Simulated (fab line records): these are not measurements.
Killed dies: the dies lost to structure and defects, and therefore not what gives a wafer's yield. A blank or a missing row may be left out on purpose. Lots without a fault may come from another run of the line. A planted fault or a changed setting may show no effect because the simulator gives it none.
Matching of chambers :: flow sky130 :: SKY_VIA1_CMP_02 on cmp-01: 4 sister chambers
The step polishes SiO2. 18 wafers are shown with their chamber, then 9 later ones without.

== EACH WAFER AND ITS CHAMBER ==
wafer: L445.2
chamber: 0
motor-current-A (A): 14.3

wafer: L445.3
chamber: 3
motor-current-A (A): 13.6

wafer: L445.6
chamber: 2
motor-current-A (A): 13.7

wafer: L447.1
chamber: 3
motor-current-A (A): 12.6

wafer: L447.2
chamber: 0
motor-current-A (A): 15.6

wafer: L447.5
chamber: 3
motor-current-A (A): 13.4

wafer: L449.3
chamber: 0
motor-current-A (A): 14.8

wafer: L449.4
chamber: 2
motor-current-A (A): 13.7

wafer: L449.6
chamber: 3
motor-current-A (A): 12.3

wafer: L450.4
chamber: 1
motor-current-A (A): 13.0

wafer: L450.5
chamber: 0
motor-current-A (A): 14.9

wafer: L450.6
chamber: 1
motor-current-A (A): 12.5

wafer: L452.3
chamber: 2
motor-current-A (A): 13.7

wafer: L452.5
chamber: 3
motor-current-A (A): 13.3

wafer: L452.6
chamber: 0
motor-current-A (A): 15.1

wafer: L454.1
chamber: 0
motor-current-A (A): 15.2

wafer: L454.3
chamber: 2
motor-current-A (A): 13.6

wafer: L454.5
chamber: 3
motor-current-A (A): 13.4

SIGNATURES, as means of the wafers listed above
reading: motor-current-A
chamber 0: 14.983
chamber 1: 12.750
chamber 2: 13.675
chamber 3: 13.100
scatter within a chamber: 0.418
Rule: distance of a wafer from a chamber = root of the sum over the readings of ((wafer's reading minus chamber's mean) / reading's scatter) squared. The wafer belongs to the nearest chamber; if the next one is less than 2 further off, it can't be placed. The scatter: take each reading less its chamber's mean, square it, sum over the shown wafers, divide by the number of wafers less the number of chambers, and take the root.

== WAFERS WITHOUT THEIR CHAMBER ==
wafer: L456.1
motor-current-A (A): 15.2

wafer: L456.2
motor-current-A (A): 13.1

wafer: L456.4
motor-current-A (A): 12.7

wafer: L460.2
motor-current-A (A): 15.3

wafer: L460.5
motor-current-A (A): 14.8

wafer: L460.6
motor-current-A (A): 12.9

wafer: L468.1
motor-current-A (A): 12.8

wafer: L468.4
motor-current-A (A): 12.9

wafer: L468.5
motor-current-A (A): 12.7

== WHICH CHAMBER EACH ONE RAN IN ==
wafer: L456.1
from the rows above: 0
in truth: 0

wafer: L456.2
from the rows above: can't be placed: 3 or 1 or 2
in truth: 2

wafer: L456.4
from the rows above: can't be placed: 1 or 3
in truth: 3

wafer: L460.2
from the rows above: 0
in truth: 0

wafer: L460.5
from the rows above: 0
in truth: 0

wafer: L460.6
from the rows above: can't be placed: 1 or 3 or 2
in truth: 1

wafer: L468.1
from the rows above: can't be placed: 1 or 3 or 2
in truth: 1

wafer: L468.4
from the rows above: can't be placed: 1 or 3 or 2
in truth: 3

wafer: L468.5
from the rows above: can't be placed: 1 or 3
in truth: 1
3 of 9 placed correctly. Can't be placed from these rows: 6 (the true chamber is among the candidates in 6). Placed wrongly: 0.
